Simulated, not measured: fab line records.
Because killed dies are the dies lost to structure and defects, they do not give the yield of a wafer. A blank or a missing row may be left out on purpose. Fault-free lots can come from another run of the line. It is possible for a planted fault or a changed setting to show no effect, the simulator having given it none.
Which tool did it?    flow sky130    12 lots, 36 wafers sampled, at 2 steps of a route of 708

WHAT THE GAUGES READ, wafer by wafer
SKY_VIA3_BOW_MEAS_03. Usual: for VIA3_BOW the level is 75 um and the standard deviation is 8.1.
lot   measured      on            VIA3_BOW (um)  flag
L418  day 38 09:08  filmMetro-02  84 84 69       
L420  day 39 05:17  filmMetro-02  74 75 66       
L421  day 39 10:36  filmMetro-04  71 73 79       
L422  day 40 01:19  filmMetro-03  93 87 82       
L423  day 40 05:18  filmMetro-02  74 69 68       
L424  day 40 07:45  filmMetro-02  77 76 66       
L426  day 40 21:19  filmMetro-02  78 65 69       
L427  day 41 11:49  filmMetro-02  88 79 88       
L428  day 41 14:05  filmMetro-02  91 82 72       
L429  day 41 20:40  filmMetro-04  69 90 79       
L437  day 43 23:44  filmMetro-04  74 77 73       
L439  day 44 13:08  filmMetro-04  90 94 89       

TOOL THAT RAN EACH LOT (tool first, then ch and the chambers of the sampled wafers, then the start)
lot   SKY_LI_CONTACT_ETCH_14
L418  rieDiel-04 ch 0,1,3, day 28 22:45
L420  rieDiel-01 ch 0,1,3, day 29 20:43
L421  rieDiel-04 ch 0,2,3, day 30 03:25
L422  rieDiel-01 ch 0,1, day 30 17:49
L423  rieDiel-04 ch 1,2,3, day 30 22:52
L424  rieDiel-02 ch 2,3, day 31 00:58
L426  rieDiel-04 ch 0,1,2, day 31 18:13
L427  rieDiel-02 ch 0,3, day 32 03:17
L428  rieDiel-01 ch 0,1,2, day 32 10:40
L429  rieDiel-01 ch 1,2,3, day 32 20:53
L437  rieDiel-02 ch 1,2,3, day 35 04:01
L439  rieDiel-04 ch 0,1,2, day 35 18:34
- SKY_LI_CONTACT_ETCH_14: etches BARC in N2/H2, stops on SiO2, time 45.9 s, target depth 60 nm.

WHAT THE TOOLS THEMSELVES READ (means of the sampled wafers that have a number; where no wafer has one, the mark that the record gives instead)
SKY_LI_CONTACT_ETCH_14. Usual: drypumpMotorCurrentA 5.7 A, standard deviation 0.44; oesProductAu 0.855 a.u., standard deviation 0.0051; rfFwdPowerW 495.5 W, standard deviation 2.1; throttleValvePct 13.225 %, standard deviation 0.009.
lot   tool        drypumpMotorCurrentA (A)  oesProductAu (a.u.)  rfFwdPowerW (W)  throttleValvePct (%)  flag
L418  rieDiel-04  5.6                       0.854                495.4            13.226                
L420  rieDiel-01  5.9                       0.860                496.3            13.223                
L421  rieDiel-04  5.7                       0.852                493.9            13.228                
L422  rieDiel-01  6.0                       0.853                495.5            13.221                
L423  rieDiel-04  5.4                       0.854                497.0            13.225                
L424  rieDiel-02  5.2                       0.853                496.4            13.222                
L426  rieDiel-04  5.8                       0.855                495.0            13.235                
L427  rieDiel-02  5.6                       0.854                495.2            13.228                
L428  rieDiel-01  6.0                       0.852                494.3            13.227                
L429  rieDiel-01  6.1                       0.855                494.5            13.227                
L437  rieDiel-02  5.5                       0.855                496.8            13.221                
L439  rieDiel-04  5.8                       0.851                495.9            13.224                

THE ANSWER, worked out from the rows above alone
Rule: lot off if the mean of its wafers having a number is beyond 3 standard deviations from the usual mean. Also off: a lot with no number at a reading for which 4 or more lots have one. All remaining lots with rows at the step are treated as sound. The gauges are gone through in route order, then the tools' own readings, and for those a lot's mean is taken as printed above. At the first step where some lot is off, the reading lying furthest off is the one used; lots without a number count as furthest.
Nothing can be told from this: no lot is off at any reading shown.

WHAT THE SIMULATOR HAD INSERTED
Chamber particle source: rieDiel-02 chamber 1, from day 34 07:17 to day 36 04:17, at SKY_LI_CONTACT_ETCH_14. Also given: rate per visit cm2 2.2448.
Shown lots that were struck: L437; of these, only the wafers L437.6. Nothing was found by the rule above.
